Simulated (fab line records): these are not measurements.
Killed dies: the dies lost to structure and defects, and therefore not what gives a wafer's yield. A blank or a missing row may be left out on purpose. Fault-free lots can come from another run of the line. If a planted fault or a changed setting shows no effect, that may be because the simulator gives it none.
fab line records    flow gf180mcu
[record] lots = 24  wafers = 72  last-day = 35
route steps=602 shown V2@403 M3@415 M4@458 V4@480
lots with no fault: from the same line, run without faults
start-h: hours from the record's first day to the start of the lot's first wafer shown    wait-h: time in hours since the lot's previous step    " the same as in the row above    L1.1+2: one row covering several wafers at once    - no value present, or no start provided    * or withheld: withheld    < > ~ a bound
route shown NAME@n: NAME is a module with steps in the file, n the number in the route of the first one    usual: mean/standard deviation taken from wafers without a fault    same: alike in all rows    chamber/n: place in a boat    sites: the reading at each site    _std_site: how widely they spread, as a standard deviation    _edge_site: the outer-site mean with the inner-site mean subtracted    radius-mm: how far each site lies from the wafer's centre    mask NAME#n: copy n    behind: tool/chamber where the wafer was last shaped    hold: why the lot was held/for how many hours/how that ended    device: names the non-switching transistor (n, p or np)    end of line: the route-end tests of the same wafers    for a step that has no rows: nothing shown but its recipe    killed: dies lost to structure and defects at the first sort, not the wafer's yield    map: dies across one wafer; x = killed, . = not, _ = none there
set.NAME: setting as actually run; set.NAME@STEP: the setting as run at that earlier step    model.NAME: the simulator's own value behind a step, which no gauge read
steps of the route over a sample of lots; a table a step, a row a wafer
services: from which hour (start-h, from the record's first day; less than 0 if before it) a tool's chamber was out of use, for how many hours, and why
[[steps]]
[step GF_V2_SPUTTER_21]
[recipe] material = Ti  target-thk-nm = 15  chamber-pressure-pa = 5  power-w = 2500  substrate-temp-c = 200  time-s = 80.02
[usual] cathode-dc-power-W = 2500.0/0.43  throttle-valve-pct = 29.8/0.86
lot.wafer  tool            chamber  start-h  wait-h  cathode-dc-power-W  throttle-valve-pct
L074.1     pvd-sputter-03  -        483.69   0.0     2499.4              29.7
L074.2     "               -        "        "       2499.7              27.8
L074.3     "               -        "        "       2500.0              30.4
L075.1     pvd-sputter-01  -        491.19   0.0     2500.5              29.5
L075.2     "               -        "        "       2500.6              30.4
L075.5     "               -        "        "       2500.3              30.6
L076.1     pvd-sputter-03  -        499.14   0.0     2500.1              29.6
L076.2     "               -        "        "       2499.7              29.6
L076.3     "               -        "        "       2499.9              27.7
L077.3     pvd-sputter-04  -        506.79   0.0     2501.0              31.2
L077.5     "               -        "        "       2500.3              30.0
L077.6     "               -        "        "       2499.6              29.6
L078.3     pvd-sputter-01  -        513.60   0.0     2500.0              30.3
L078.5     "               -        "        "       2500.0              29.6
L078.6     "               -        "        "       2499.2              30.0
L079.2     pvd-sputter-04  -        522.74   0.0     2500.1              29.9
L079.3     "               -        "        "       2499.8              29.8
L079.5     "               -        "        "       2499.3              29.6
L080.1     pvd-sputter-01  -        536.64   0.0     2500.1              29.7
L080.3     "               -        "        "       2499.4              29.5
L080.4     "               -        "        "       2500.0              29.8
L081.1     pvd-sputter-04  -        544.45   0.0     2499.8              28.6
L081.2     "               -        "        "       2500.2              31.3
L081.3     "               -        "        "       2500.0              29.8
L082.3     pvd-sputter-04  -        552.79   0.0     2500.6              29.7
L082.5     "               -        "        "       2500.0              31.4
L082.6     "               -        "        "       2499.4              28.7
L083.2     pvd-sputter-04  -        560.59   0.0     2500.1              29.7
L083.3     "               -        "        "       2500.5              28.3
L083.5     "               -        "        "       2500.3              31.4
L084.2     pvd-sputter-01  -        567.63   0.0     2500.8              30.0
L084.3     "               -        "        "       2500.0              30.0
L084.5     "               -        "        "       2500.0              29.6
L085.1     pvd-sputter-01  -        570.84   0.0     2500.5              30.5
L085.3     "               -        "        "       2499.7              30.2
L085.4     "               -        "        "       2500.1              29.9
L086.3     pvd-sputter-03  -        583.13   0.0     2500.8              27.6
L086.5     "               -        "        "       2500.4              29.9
L086.6     "               -        "        "       2499.7              27.5
L087.1     pvd-sputter-01  -        590.45   0.0     2500.0              29.4
L087.2     "               -        "        "       2500.3              29.8
L087.3     "               -        "        "       2499.5              30.5
L088.1     pvd-sputter-04  -        599.74   0.0     2499.5              30.1
L088.2     "               -        "        "       2500.9              29.7
L088.6     "               -        "        "       2499.2              30.0
L089.2     pvd-sputter-01  -        605.50   0.0     2499.1              29.7
L089.4     "               -        "        "       2501.0              30.3
L089.5     "               -        "        "       2500.2              29.7
L090.1     pvd-sputter-01  -        611.98   0.0     2500.1              30.7
L090.3     "               -        "        "       2500.2              29.9
L090.6     "               -        "        "       2500.3              30.4
L091.1     pvd-sputter-01  -        619.41   0.0     2499.6              30.1
L091.2     "               -        "        "       2500.2              30.7
L091.4     "               -        "        "       2499.4              30.0
L092.1     pvd-sputter-04  -        627.58   0.0     2500.2              29.9
L092.2     "               -        "        "       2500.6              28.3
L092.4     "               -        "        "       2499.7              29.7
L093.1     pvd-sputter-03  -        632.56   0.0     2499.7              30.0
L093.2     "               -        "        "       2501.1              27.6
L093.5     "               -        "        "       2500.4              29.4
L094.1     pvd-sputter-04  -        645.55   0.0     2499.9              28.6
L094.4     "               -        "        "       2500.0              30.2
L094.6     "               -        "        "       2500.1              30.1
L095.2     pvd-sputter-03  -        649.43   0.0     2500.0              29.9
L095.4     "               -        "        "       2500.2              30.4
L095.6     "               -        "        "       2499.6              27.7
L096.2     pvd-sputter-04  -        655.59   0.0     2500.4              30.2
L096.3     "               -        "        "       2500.4              29.6
L096.5     "               -        "        "       2499.3              31.2
L097.2     pvd-sputter-01  -        659.37   0.0     2499.6              29.5
L097.3     "               -        "        "       2499.5              30.1
L097.6     "               -        "        "       2499.8              30.3
[step GF_M3_THK_MEAS_06]
[recipe] thk-meas-gauge = xrf  reads = AlCu_of_M3_SPUTTER_02
[usual] M3_ALCU_THK = 444/4.6
lot.wafer  tool           chamber  start-h  wait-h  M3_ALCU_THK[nm]
L074.1     film-metro-03  -        484.72   0.1     447
L074.2     "              -        "        "       447
L074.3     "              -        "        "       445
L075.1     film-metro-03  -        492.22   0.1     448
L075.2     "              -        "        "       447
L075.5     "              -        "        "       450
L076.1     film-metro-03  -        500.17   0.1     444
L076.2     "              -        "        "       445
L076.3     "              -        "        "       445
L077.3     film-metro-02  -        507.85   0.1     444
L077.5     "              -        "        "       444
L077.6     "              -        "        "       446
L078.3     film-metro-03  -        514.65   0.1     452
L078.5     "              -        "        "       446
L078.6     "              -        "        "       449
L079.2     film-metro-03  -        523.78   0.1     452
L079.3     "              -        "        "       443
L079.5     "              -        "        "       446
L080.1     film-metro-03  -        537.68   0.1     446
L080.3     "              -        "        "       444
L080.4     "              -        "        "       440
L081.1     film-metro-03  -        545.48   0.1     441
L081.2     "              -        "        "       438
L081.3     "              -        "        "       440
L082.3     film-metro-03  -        553.85   0.1     459
L082.5     "              -        "        "       455
L082.6     "              -        "        "       449
L083.2     film-metro-02  -        561.64   0.1     442
L083.3     "              -        "        "       442
L083.5     "              -        "        "       442
L084.2     film-metro-02  -        568.68   0.1     448
L084.3     "              -        "        "       450
L084.5     "              -        "        "       448
L085.1     film-metro-02  -        571.88   0.1     443
L085.3     "              -        "        "       441
L085.4     "              -        "        "       443
L086.3     film-metro-04  -        584.32   0.1     441
L086.5     "              -        "        "       441
L086.6     "              -        "        "       448
L087.1     film-metro-04  -        591.59   0.1     438
L087.2     "              -        "        "       436
L087.3     "              -        "        "       430
L088.1     film-metro-04  -        600.78   0.1     446
L088.2     "              -        "        "       449
L088.6     "              -        "        "       451
L089.2     film-metro-04  -        606.54   0.1     451
L089.4     "              -        "        "       448
L089.5     "              -        "        "       454
L090.1     film-metro-03  -        613.02   0.1     440
L090.3     "              -        "        "       440
L090.6     "              -        "        "       439
L091.1     film-metro-02  -        620.45   0.1     446
L091.2     "              -        "        "       443
L091.4     "              -        "        "       443
L092.1     film-metro-03  -        628.63   0.1     439
L092.2     "              -        "        "       438
L092.4     "              -        "        "       445
L093.1     film-metro-02  -        633.61   0.1     441
L093.2     "              -        "        "       445
L093.5     "              -        "        "       446
L094.1     film-metro-04  -        646.58   0.1     435
L094.4     "              -        "        "       440
L094.6     "              -        "        "       430
L095.2     film-metro-03  -        650.47   0.1     447
L095.4     "              -        "        "       445
L095.6     "              -        "        "       445
L096.2     film-metro-03  -        656.63   0.1     441
L096.3     "              -        "        "       444
L096.5     "              -        "        "       444
L097.2     film-metro-03  -        660.41   0.1     442
L097.3     "              -        "        "       441
L097.6     "              -        "        "       445
[step GF_M4_SPUTTER_02]
[recipe] material = AlCu  target-thk-nm = 450  power-w = 10600  time-s = 23.9  chamber-pressure-pa = 0.4
[usual] cathode-dc-power-W = 10600/2  throttle-valve-pct = 29.8/1.1
lot.wafer  tool            chamber  start-h  wait-h  cathode-dc-power-W  throttle-valve-pct
L074.1     pvd-sputter-03  -        534.61   0.0     10602               30.4
L074.2     "               -        "        "       10601               27.8
L074.3     "               -        "        "       10601               29.6
L075.1     pvd-sputter-03  -        542.57   0.0     10604               27.7
L075.2     "               -        "        "       10597               29.7
L075.5     "               -        "        "       10599               27.4
L076.1     pvd-sputter-03  -        549.02   0.0     10603               29.5
L076.2     "               -        "        "       10601               30.3
L076.3     "               -        "        "       10601               29.7
L077.3     pvd-sputter-01  -        557.82   0.0     10600               29.8
L077.5     "               -        "        "       10602               30.6
L077.6     "               -        "        "       10597               29.7
L078.3     pvd-sputter-03  -        563.77   0.0     10599               27.6
L078.5     "               -        "        "       10600               27.4
L078.6     "               -        "        "       10603               29.9
L079.2     pvd-sputter-03  -        572.88   0.0     10601               29.3
L079.3     "               -        "        "       10597               30.5
L079.5     "               -        "        "       10602               29.9
L080.1     pvd-sputter-03  -        586.65   0.0     10601               29.9
L080.3     "               -        "        "       10598               30.3
L080.4     "               -        "        "       10601               28.1
L081.1     pvd-sputter-02  -        592.56   0.0     10600               28.8
L081.2     "               -        "        "       10601               29.2
L081.3     "               -        "        "       10598               31.0
L082.3     pvd-sputter-02  -        600.87   0.0     10596               31.9
L082.5     "               -        "        "       10599               29.3
L082.6     "               -        "        "       10595               32.0
L083.2     pvd-sputter-03  -        607.61   0.0     10598               30.7
L083.3     "               -        "        "       10599               29.6
L083.5     "               -        "        "       10599               29.4
L084.2     pvd-sputter-03  -        615.73   0.0     10601               29.6
L084.3     "               -        "        "       10601               29.8
L084.5     "               -        "        "       10596               29.4
L085.1     pvd-sputter-02  -        617.83   0.0     10600               30.8
L085.3     "               -        "        "       10598               31.7
L085.4     "               -        "        "       10602               28.8
L086.3     pvd-sputter-02  -        630.24   0.0     10601               28.1
L086.5     "               -        "        "       10601               28.8
L086.6     "               -        "        "       10600               30.7
L087.1     pvd-sputter-02  -        637.38   0.0     10600               30.8
L087.2     "               -        "        "       10598               31.8
L087.3     "               -        "        "       10601               29.1
L088.1     pvd-sputter-02  -        644.57   0.0     10598               30.9
L088.2     "               -        "        "       10602               29.2
L088.6     "               -        "        "       10603               31.0
L089.2     pvd-sputter-01  -        650.37   0.0     10602               29.7
L089.4     "               -        "        "       10600               30.0
L089.5     "               -        "        "       10600               29.3
L090.1     pvd-sputter-03  -        657.02   0.0     10603               27.9
L090.3     "               -        "        "       10601               29.7
L090.6     "               -        "        "       10600               30.3
L091.1     pvd-sputter-01  -        663.36   0.0     10598               29.6
L091.2     "               -        "        "       10599               30.1
L091.4     "               -        "        "       10598               30.4
L092.1     pvd-sputter-03  -        672.66   0.0     10600               27.4
L092.2     "               -        "        "       10600               30.0
L092.4     "               -        "        "       10597               29.6
L093.1     pvd-sputter-02  -        676.45   0.0     10599               31.9
L093.2     "               -        "        "       10599               30.9
L093.5     "               -        "        "       10599               28.9
L094.1     pvd-sputter-01  -        688.52   0.0     10602               30.0
L094.4     "               -        "        "       10601               29.9
L094.6     "               -        "        "       10603               30.0
L095.2     pvd-sputter-02  -        692.47   0.0     10605               31.0
L095.4     "               -        "        "       10599               29.1
L095.6     "               -        "        "       10602               31.8
L096.2     pvd-sputter-03  -        698.46   0.0     10598               27.7
L096.3     "               -        "        "       10597               29.4
L096.5     "               -        "        "       10605               29.8
L097.2     pvd-sputter-01  -        702.62   0.0     10601               30.2
L097.3     "               -        "        "       10599               30.8
L097.6     "               -        "        "       10597               30.0
[step GF_V4_CMP_04]
[recipe] material = SiO2  down-force-psi = 4  platen-rpm = 60  pad-velocity-m-s = 0.94248
[usual] motor-current-A = 12.5/0.87  slurry-filter-dp-kPa = 13.50/0.13  time-to-endpoint-s = 81/6
lot.wafer  tool    chamber  start-h  wait-h  motor-current-A  slurry-filter-dp-kPa  time-to-endpoint-s
L074.1     cmp-02  3        559.04   0.1     13.0             13.61                 85
L074.3     "       0        "        "       11.4             13.42                 84
L074.2     "       1        "        "       10.7             13.60                 86
L075.2     cmp-02  2        566.28   0.0     13.4             13.69                 76
L075.1     "       1        "        "       11.2             13.49                 72
L075.5     "       2        "        "       14.0             13.55                 75
L076.1     cmp-01  2        572.61   0.1     11.9             13.30                 86
L076.2     "       3        "        "       13.3             13.50                 82
L076.3     "       1        "        "       12.3             13.45                 89
L077.3     cmp-01  2        580.93   0.0     11.4             13.34                 79
L077.6     "       2        "        "       11.4             13.49                 92
L077.5     "       3        "        "       12.6             13.71                 86
L078.3     cmp-02  3        586.58   0.0     12.8             13.65                 73
L078.5     "       3        "        "       13.6             13.63                 80
L078.6     "       0        "        "       11.3             13.70                 78
L079.3     cmp-01  3        595.36   0.1     13.9             13.72                 86
L079.2     "       1        "        "       12.1             13.61                 84
L079.5     "       2        "        "       12.2             13.50                 78
L080.4     cmp-01  3        609.83   0.0     13.3             13.28                 96
L080.3     "       0        "        "       13.0             13.56                 88
L080.1     "       1        "        "       12.5             13.52                 88
L081.3     cmp-01  2        615.03   0.0     11.7             13.63                 80
L081.1     "       0        "        "       12.9             13.47                 85
L081.2     "       1        "        "       12.6             13.36                 82
L082.3     cmp-01  2        623.20   0.1     12.2             13.43                 76
L082.6     "       1        "        "       12.4             13.23                 84
L082.5     "       2        "        "       11.6             13.58                 83
L083.2     cmp-02  3        629.81   0.1     12.7             13.63                 68
L083.3     "       1        "        "       11.3             13.71                 67
L083.5     "       2        "        "       13.5             13.51                 76
L084.2     cmp-02  0        637.84   0.1     11.8             13.40                 72
L084.3     "       1        "        "       11.6             13.46                 75
L084.5     "       0        "        "       11.3             13.68                 81
L085.3     cmp-02  3        640.19   0.0     12.9             13.65                 76
L085.4     "       0        "        "       10.9             13.45                 82
L085.1     "       1        "        "       11.3             13.74                 78
L086.3     cmp-02  0        652.24   0.1     11.1             13.41                 80
L086.5     "       2        "        "       12.9             13.52                 81
L086.6     "       3        "        "       12.9             13.39                 78
L087.3     cmp-01  0        658.93   0.0     12.9             13.57                 83
L087.1     "       1        "        "       12.2             13.55                 77
L087.2     "       2        "        "       11.9             13.31                 80
L088.1     cmp-01  1        666.03   0.1     11.9             13.44                 86
L088.2     "       2        "        "       11.8             13.37                 79
L088.6     "       0        "        "       12.9             13.52                 93
L089.2     cmp-01  1        671.60   0.0     12.3             13.51                 79
L089.4     "       2        "        "       11.9             13.52                 81
L089.5     "       1        "        "       11.8             13.52                 89
L090.1     cmp-01  2        678.54   0.1     11.3             13.49                 75
L090.3     "       0        "        "       12.6             13.39                 81
L090.6     "       3        "        "       13.1             13.52                 84
L091.2     cmp-01  3        684.18   0.0     13.7             13.37                 79
L091.1     "       1        "        "       12.1             13.57                 81
L091.4     "       2        "        "       11.9             13.68                 83
L092.2     cmp-01  3        692.81   0.0     13.9             13.55                 78
L092.1     "       0        "        "       12.6             13.49                 83
L092.4     "       1        "        "       12.7             13.43                 90
L093.2     cmp-02  2        697.45   0.0     13.4             13.57                 72
L093.1     "       1        "        "       10.9             13.69                 69
L093.5     "       3        "        "       12.1             13.50                 77
L094.1     cmp-01  1        708.48   0.1     12.2             13.29                 77
L094.4     "       3        "        "       13.7             13.43                 84
L094.6     "       2        "        "       11.4             13.70                 83
L095.4     cmp-02  2        712.73   0.0     13.6             13.57                 77
L095.2     "       1        "        "       10.9             13.68                 77
L095.6     "       2        "        "       13.1             13.50                 81
L096.2     cmp-02  3        718.73   0.3     12.8             13.40                 75
L096.3     "       2        "        "       13.2             13.60                 70
L096.5     "       3        "        "       12.9             13.39                 80
L097.2     cmp-01  0        722.59   0.0     12.9             13.48                 81
L097.3     "       3        "        "       13.2             13.32                 82
L097.6     "       0        "        "       11.8             13.65                 90
[step GF_V4_BOW_MEAS_05]
[recipe] mode = bow
[usual] V4_BOW = 135/8.4
lot.wafer  tool           chamber  start-h  wait-h  V4_BOW[um]
L074.1     film-metro-01  -        559.29   0.2     148
L074.2     "              -        "        "       134
L074.3     "              -        "        "       137
L075.1     film-metro-01  -        566.58   0.1     141
L075.2     "              -        "        "       138
L075.5     "              -        "        "       147
L076.1     film-metro-02  -        572.91   0.2     143
L076.2     "              -        "        "       140
L076.3     "              -        "        "       144
L077.3     film-metro-04  -        581.27   0.3     118
L077.5     "              -        "        "       133
L077.6     "              -        "        "       146
L078.3     film-metro-04  -        586.92   0.3     143
L078.5     "              -        "        "       130
L078.6     "              -        "        "       136
L079.2     film-metro-02  -        595.63   0.1     134
L079.3     "              -        "        "       124
L079.5     "              -        "        "       126
L080.1     film-metro-04  -        610.13   0.1     141
L080.3     "              -        "        "       137
L080.4     "              -        "        "       136
L081.1     film-metro-04  -        615.33   0.1     128
L081.2     "              -        "        "       134
L081.3     "              -        "        "       149
L082.3     film-metro-04  -        623.49   0.2     129
L082.5     "              -        "        "       123
L082.6     "              -        "        "       138
L083.2     film-metro-02  -        630.08   0.2     126
L083.3     "              -        "        "       130
L083.5     "              -        "        "       129
L084.2     film-metro-02  -        638.11   0.2     124
L084.3     "              -        "        "       120
L084.5     "              -        "        "       137
L085.1     film-metro-04  -        640.49   0.1     140
L085.3     "              -        "        "       133
L085.4     "              -        "        "       150
L086.3     film-metro-01  -        652.48   0.2     143
L086.5     "              -        "        "       136
L086.6     "              -        "        "       125
L087.1     film-metro-02  -        659.23   0.2     128
L087.2     "              -        "        "       136
L087.3     "              -        "        "       133
L088.1     film-metro-01  -        666.28   0.2     140
L088.2     "              -        "        "       133
L088.6     "              -        "        "       135
L089.2     film-metro-02  -        671.92   0.3     129
L089.4     "              -        "        "       131
L089.5     "              -        "        "       123
L090.1     film-metro-04  -        678.90   0.3     136
L090.3     "              -        "        "       123
L090.6     "              -        "        "       133
L091.1     film-metro-01  -        684.48   0.1     143
L091.2     "              -        "        "       161
L091.4     "              -        "        "       147
L092.1     film-metro-01  -        693.11   0.2     148
L092.2     "              -        "        "       136
L092.4     "              -        "        "       139
L093.1     film-metro-01  -        697.75   0.1     131
L093.2     "              -        "        "       128
L093.5     "              -        "        "       122
L094.1     film-metro-04  -        708.78   0.2     129
L094.4     "              -        "        "       122
L094.6     "              -        "        "       119
L095.2     film-metro-04  -        713.05   0.1     139
L095.4     "              -        "        "       131
L095.6     "              -        "        "       146
L096.2     film-metro-04  -        719.05   0.3     131
L096.3     "              -        "        "       135
L096.5     "              -        "        "       124
L097.2     film-metro-04  -        722.91   0.3     131
L097.3     "              -        "        "       137
L097.6     "              -        "        "       145
[step GF_V4_ETCH_16]
[recipe] chemistry = N2/H2  target-depth-a = withheld  overetch-a = withheld  time-s = withheld  target = BARC  ion-energy-ev = 200  source-w = 500  bias-w = 100  pressure-mtorr = 30  n2-flow-sccm = 100  h2-flow-sccm = 200
[usual] drypump-motor-current-A = 5.8/0.53  oes-product-au = 0.855/0.0046  throttle-valve-pct = 13.225/0.0091
lot.wafer  tool         chamber  start-h  wait-h  drypump-motor-current-A  oes-product-au  throttle-valve-pct
L074.1     rie-diel-02  0        582.09   0.0     5.8                      0.856           13.228
L074.2     "            2        "        "       4.6                      0.848           13.230
L074.3     "            1        "        "       5.4                      0.856           13.226
L075.1     rie-diel-01  3        589.07   0.0     6.1                      0.851           13.219
L075.2     "            0        "        "       6.4                      0.865           13.234
L075.5     "            1        "        "       6.4                      0.859           13.226
L076.1     rie-diel-01  0        594.02   0.0     6.3                      0.861           13.211
L076.2     "            1        "        "       6.3                      0.846           13.239
L076.3     "            3        "        "       6.1                      0.853           13.224
L077.3     rie-diel-01  3        603.73   0.0     6.1                      0.858           13.214
L077.5     "            1        "        "       6.4                      0.853           13.210
L077.6     "            0        "        "       6.3                      0.856           13.219
L078.3     rie-diel-04  3        609.04   0.0     5.9                      0.857           13.232
L078.5     "            3        "        "       5.8                      0.855           13.222
L078.6     "            2        "        "       5.8                      0.860           13.234
L079.2     rie-diel-04  2        617.19   0.0     5.8                      0.857           13.234
L079.3     "            0        "        "       5.8                      0.854           13.221
L079.5     "            3        "        "       5.8                      0.855           13.211
L080.1     rie-diel-01  0        631.54   0.0     6.3                      0.852           13.225
L080.3     "            2        "        "       6.1                      0.854           13.232
L080.4     "            1        "        "       6.4                      0.854           13.232
L081.1     rie-diel-04  2        636.52   0.0     5.8                      0.850           13.229
L081.2     "            0        "        "       5.8                      0.859           13.220
L081.3     "            1        "        "       4.6                      0.852           13.231
L082.3     rie-diel-04  2        643.62   0.0     5.8                      0.850           13.226
L082.5     "            0        "        "       5.8                      0.849           13.216
L082.6     "            2        "        "       5.8                      0.861           13.221
L083.2     rie-diel-04  3        651.27   0.0     5.9                      0.858           13.221
L083.3     "            1        "        "       4.6                      0.854           13.219
L083.5     "            1        "        "       4.6                      0.847           13.216
L084.2     rie-diel-04  2        658.37   0.0     5.8                      0.851           13.229
L084.3     "            1        "        "       4.6                      0.863           13.244
L084.5     "            3        "        "       5.9                      0.854           13.216
L085.1     rie-diel-01  0        661.24   0.0     6.3                      0.858           13.227
L085.3     "            3        "        "       6.1                      0.847           13.221
L085.4     "            2        "        "       6.1                      0.857           13.234
L086.3     rie-diel-02  0        672.67   0.0     5.8                      0.856           13.231
L086.5     "            0        "        "       5.8                      0.855           13.237
L086.6     "            1        "        "       5.4                      0.849           13.236
L087.1     rie-diel-01  2        678.97   0.0     6.1                      0.841           13.222
L087.2     "            0        "        "       6.4                      0.859           13.228
L087.3     "            1        "        "       6.4                      0.857           13.239
L088.1     rie-diel-02  2        686.29   0.0     4.6                      0.854           13.207
L088.2     "            3        "        "       6.0                      0.854           13.228
L088.6     "            1        "        "       5.4                      0.849           13.234
L089.2     rie-diel-04  0        691.24   0.0     5.8                      0.855           13.229
L089.4     "            1        "        "       4.6                      0.863           13.228
L089.5     "            2        "        "       5.8                      0.855           13.207
L090.1     rie-diel-02  1        698.99   0.0     5.4                      0.855           13.234
L090.3     "            2        "        "       4.6                      0.849           13.220
L090.6     "            2        "        "       4.6                      0.853           13.217
L091.1     rie-diel-01  2        704.04   0.0     6.1                      0.852           13.227
L091.2     "            3        "        "       6.1                      0.853           13.240
L091.4     "            0        "        "       6.3                      0.851           13.217
L092.1     rie-diel-01  2        712.44   0.0     6.1                      0.864           13.223
L092.2     "            3        "        "       6.1                      0.850           13.218
L092.4     "            0        "        "       6.3                      0.854           13.224
L093.1     rie-diel-04  3        717.07   0.0     5.8                      0.854           13.215
L093.2     "            2        "        "       5.8                      0.844           13.222
L093.5     "            1        "        "       4.6                      0.852           13.219
L094.1     rie-diel-02  1        727.08   0.0     5.4                      0.850           13.235
L094.4     "            3        "        "       6.0                      0.854           13.225
L094.6     "            1        "        "       5.4                      0.856           13.230
L095.2     rie-diel-04  2        731.57   0.0     5.8                      0.856           13.211
L095.4     "            0        "        "       5.8                      0.854           13.213
L095.6     "            0        "        "       5.8                      0.859           13.215
L096.2     rie-diel-01  2        737.28   0.0     6.1                      0.858           13.221
L096.3     "            0        "        "       6.3                      0.854           13.220
L096.5     "            1        "        "       6.4                      0.848           13.232
L097.2     rie-diel-01  2        741.12   0.0     6.1                      0.849           13.247
L097.3     "            0        "        "       6.3                      0.854           13.218
L097.6     "            2        "        "       6.1                      0.856           13.232
[[services]]
tool            chamber  start-h  hours  kind
pvd-sputter-04  -        460.83   8.7    repair
pvd-sputter-04  -        463.06   0.8    repair
cmp-01          -        478.53   3.9    pm
cmp-02          -        509.85   4.0    repair
rie-diel-04     0        518.25   2.9    repair
cmp-02          -        529.91   1.9    repair
rie-diel-04     2        563.83   4.9    repair
rie-diel-01     3        577.67   10.8   repair
cmp-02          -        601.98   4.0    pm
pvd-sputter-03  -        608.42   0.7    repair
cmp-01          -        620.45   0.3    repair
pvd-sputter-04  -        624.03   2.1    repair
cmp-01          -        660.39   1.3    repair
cmp-02          -        666.09   0.9    repair
rie-diel-01     1        683.52   4.8    repair
pvd-sputter-03  -        703.27   6.2    repair
cmp-01          -        707.55   0.5    repair
cmp-01          -        711.03   11.3   pm
rie-diel-01     -        722.44   14.6   pm
pvd-sputter-03  -        726.15   9.8    repair
cmp-01          -        727.04   2.0    repair
cmp-01          -        729.32   0.3    repair
cmp-01          -        737.57   2.3    repair
cmp-02          -        739.86   5.6    pm
[[key]]
fault none
